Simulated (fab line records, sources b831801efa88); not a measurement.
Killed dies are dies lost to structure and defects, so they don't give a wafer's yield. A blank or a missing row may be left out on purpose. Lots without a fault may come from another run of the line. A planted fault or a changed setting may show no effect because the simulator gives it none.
A struck lot beside a sound one | flow sky130 | 16 steps out of a route of 708
Sound: wafers L927.2, L927.4, L927.6. Struck: wafer L945.5. (L945.4 of the same lot was not struck and is left out.) The cause comes at the end.
At each step with rows: each side's tool, then ch and its chambers, then its first start. Under that, the readings that differ: sound wafers | struck wafers | difference of the means | sigmas: that difference in standard deviations of wafers without a fault.
alike: readings whose means differ by less than 2 such deviations, and words and numbers that are the same on both sides. not compared: withheld readings, readings that some wafer has no value for, bounds like >300 that may hide the same value, and numbers for which the record gives no deviation and whose values overlap.
The two part at a step that has a row with sigmas, a row that says differs or no value, or rows on one side only. Numbers that don't overlap but have no deviation are shown without sigmas and don't part them. A reading that every wafer of one side lacks parts them only if that side has two wafers or more.

first, 1 step without rows for these wafers: SKY_VT_ADJUST_HVTP_DEVELOP_06 (develop time 60 s).
SKY_VT_ADJUST_HVTP_CD_MEAS_07: target cd 380 nm.
  sound on cd_sem-01, day 6 20:02; struck on cd_sem-02, day 11 08:09
  alike: cd_nm
SKY_VT_ADJUST_HVTP_OVL_MEAS_08:
  sound on overlay-02, day 6 20:08; struck on overlay-01, day 11 08:14
  alike: VT_ADJUST_HVTP_OVL
then, 1 step without rows for these wafers: SKY_VT_ADJUST_HVTP_IMPLANT_09.
SKY_VT_ADJUST_HVTP_STRIP_10: strips in O2/N2.
  sound on plasma_asher-01 ch 0,1, day 6 20:19; struck on plasma_asher-03 ch 0, day 11 08:26
  alike: drypump_motor_current_A, oes_product_au, strip_time_to_endpoint_s
  not compared: rf_hours_counter_h
SKY_VT_ADJUST_HVTP_TW_MEAS_11:
  sound on film_metro-03, day 6 20:26; struck on film_metro-01, day 11 08:32
  alike: VT_ADJUST_HVTP_TW
then, 6 steps without rows for these wafers: SKY_VT_ADJUST_LVTN_DEHYDRATE_00 (time 60 s); SKY_VT_ADJUST_LVTN_HMDS_01 (prime time 60 s); SKY_VT_ADJUST_LVTN_COAT_02 (resist thk 3000 nm); SKY_VT_ADJUST_LVTN_SOFTBAKE_03; SKY_VT_ADJUST_LVTN_EXPOSE_04 (exposes mask NWM COMPLEMENT LESS NATIVE, target cd 840 nm); SKY_VT_ADJUST_LVTN_PEB_05.
SKY_VT_ADJUST_LVTN_DEVELOP_06: develop time 60 s.
  sound on litho_track-03 ch 0, day 7 16:00; struck on litho_track-03 ch 0, day 12 07:00
SKY_VT_ADJUST_LVTN_OVL_MEAS_07:
  sound on overlay-02, day 7 16:09; struck on overlay-01, day 12 07:52
  not compared: VT_ADJUST_LVTN_OVL
then, 1 step without rows for these wafers: SKY_VT_ADJUST_LVTN_IMPLANT_08.
-- the record jumps here: 39 days lie between the struck wafers' starts before and after (it left off in module VT_ADJUST_LVTN and takes up again in module PAD_OPEN, whose first step shown is number 708 of the route) --
SKY_PAD_OPEN_PROBE_99:
  the record has rows for the struck wafers here (prober-02, day 51 05:05) and none for the sound ones

WHERE THEY PART
Only at SKY_PAD_OPEN_PROBE_99, within this record.

WHY: what the simulator had put in
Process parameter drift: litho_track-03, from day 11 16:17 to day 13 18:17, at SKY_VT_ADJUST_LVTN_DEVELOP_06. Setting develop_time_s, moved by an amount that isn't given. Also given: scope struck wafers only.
